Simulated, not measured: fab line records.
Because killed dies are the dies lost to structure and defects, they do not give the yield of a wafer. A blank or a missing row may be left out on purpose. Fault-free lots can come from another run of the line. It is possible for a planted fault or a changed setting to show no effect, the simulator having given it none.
Split-lot study -- flow gf180mcu -- route with 602 steps; 5 lots, 23 wafers read

== THE SPLIT ITSELF ==
At GF_CONTACT_CVD_00 (deposits SiO2, target thk 300 nm, time 50 s), the setting sih4-flow-sccm was moved away from the recipe's 60 sccm on 9 of the 23 wafers read, by -6.7% to +13.9%. This setting was run at the recipe's value on the other wafers.

== FROM SPLIT TO READING: 1 step shown by the file between the two ==
- GF_CONTACT_THK_MEAS_01

== THE READING ==
oes-product-au, in a.u., at GF_CONTACT_ETCH_17 (etches SiO2 in C4F8/O2/Ar, stops on CoSi2, target depth 860 nm). Fault-free wafers of this fab line usually give 0.813 a.u., standard deviation 0.0044 a.u.

wafer,"tool, chamber at the split","sih4-flow-sccm as run, sccm",against the recipe,"oes-product-au, a.u.",against lot-mates on the recipe
L074.1,"hdpcvd-02, 0",60,recipe,0.812,-
L074.3,"hdpcvd-02, 1",67.91,+13.2%,0.834,+0.021
L074.4,"hdpcvd-02, 1",67.91,+13.2%,0.842,+0.029
L074.5,"hdpcvd-02, 0",60,recipe,0.814,-
L074.6,"hdpcvd-02, 2",60,recipe,0.814,-
L076.1,"hdpcvd-01, 0",60,recipe,0.817,-
L076.2,"hdpcvd-01, 1",60,recipe,0.819,-
L076.3,"hdpcvd-01, 2",68.33,+13.9%,0.831,+0.014
L076.5,"hdpcvd-01, 1",60,recipe,0.815,-
L076.6,"hdpcvd-01, 0",68.33,+13.9%,0.834,+0.017
L078.1,"hdpcvd-02, 1",55.96,-6.7%,0.799,-0.013
L078.2,"hdpcvd-02, 0",55.96,-6.7%,0.798,-0.014
L078.3,"hdpcvd-02, 2",55.96,-6.7%,0.800,-0.012
L078.4,"hdpcvd-02, 0",60,recipe,0.811,-
L078.5,"hdpcvd-02, 1",60,recipe,0.813,-
L083.1,"hdpcvd-01, 2",60,recipe,0.814,-
L083.2,"hdpcvd-01, 1",67.31,+12.2%,0.827,+0.015
L083.3,"hdpcvd-01, 0",60,recipe,0.807,-
L083.4,"hdpcvd-01, 1",60,recipe,0.815,-
L083.6,"hdpcvd-01, 0",67.31,+12.2%,0.835,+0.023
L084.1,"hdpcvd-01, 2",60,recipe,0.815,-
L084.4,"hdpcvd-01, 0,2",60,recipe,0.820,-
L084.6,"hdpcvd-01, 0,2",60,recipe,0.805,-
When a row names more than one chamber, that row covers several wafers, and the file does not tell which wafer ran in which chamber.

THE FIT
A straight line over all 23 wafers: oes-product-au changes by +0.00166 a.u. for each +1% of sih4-flow-sccm; r = +0.94; the points scatter about the line by 0.0042 a.u.
The same after taking each lot's own level away (the mean of its wafers on the recipe; 23 wafers): +0.00158 a.u. for each +1%; r = +0.94; scatter 0.0041 a.u.
According to that fit, moving sih4-flow-sccm by its largest amount changes the reading by 0.022 a.u.
Across the lots, their own levels run from 0.8120 to 0.8170 a.u., a range of 1.1 times the standard deviation given above.
The two slopes agree, so the slope changes little with the lot-to-lot level.
Check: for one of the wafers moved furthest among these (+13.9%), held out of the fit, the line's prediction against its lot-mates is +0.0228 a.u. Against them it came out at +0.014 a.u.

== THESE WAFERS: OTHER SPLITS ==
These wafers also went through other splits before the reading. Each is held against what the fit with the lots' levels taken away leaves over:
other split on the same wafers,wafers away from the commonest value,r with oes-product-au (lot level and that fit taken away)
GF_POLY_GATE_PEB_08 peb-temp-c,11,+0.07
GF_POLY_GATE_ETCH_13 bias-w,11,-0.02
GF_HV_LDD_DEVELOP_06 dev-temp-c,9,-0.27
GF_PSD_IMPLANT_09 energy-kev,7,-0.18
GF_SAB_CVD_00 time-s,7,+0.15

== THE WHOLE CHAIN: every reading that the file lists as answering this split, in the file's order ==
step,what it does,reading,change (the file's fit),r (the file's)
GF_CONTACT_CVD_00,"deposits SiO2, target thk 300 nm, time 50 s","SiO2_of_CONTACT_CVD_00.thk-nm (the simulator's own value, which no gauge read)",+3.07 nm for each +1% of the setting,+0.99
GF_CONTACT_THK_MEAS_01,,CONTACT_CVD_00_THK,+3.08 for each +1% of the setting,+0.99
GF_CONTACT_ETCH_17,"etches SiO2 in C4F8/O2/Ar, stops on CoSi2, target depth 860 nm",oes-product-au,+0.00153 a.u. for each +1% of the setting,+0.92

== FILE'S OWN FIT ==
oes-product-au changes by +0.00153 a.u. for each +1% of sih4-flow-sccm, r = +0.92.
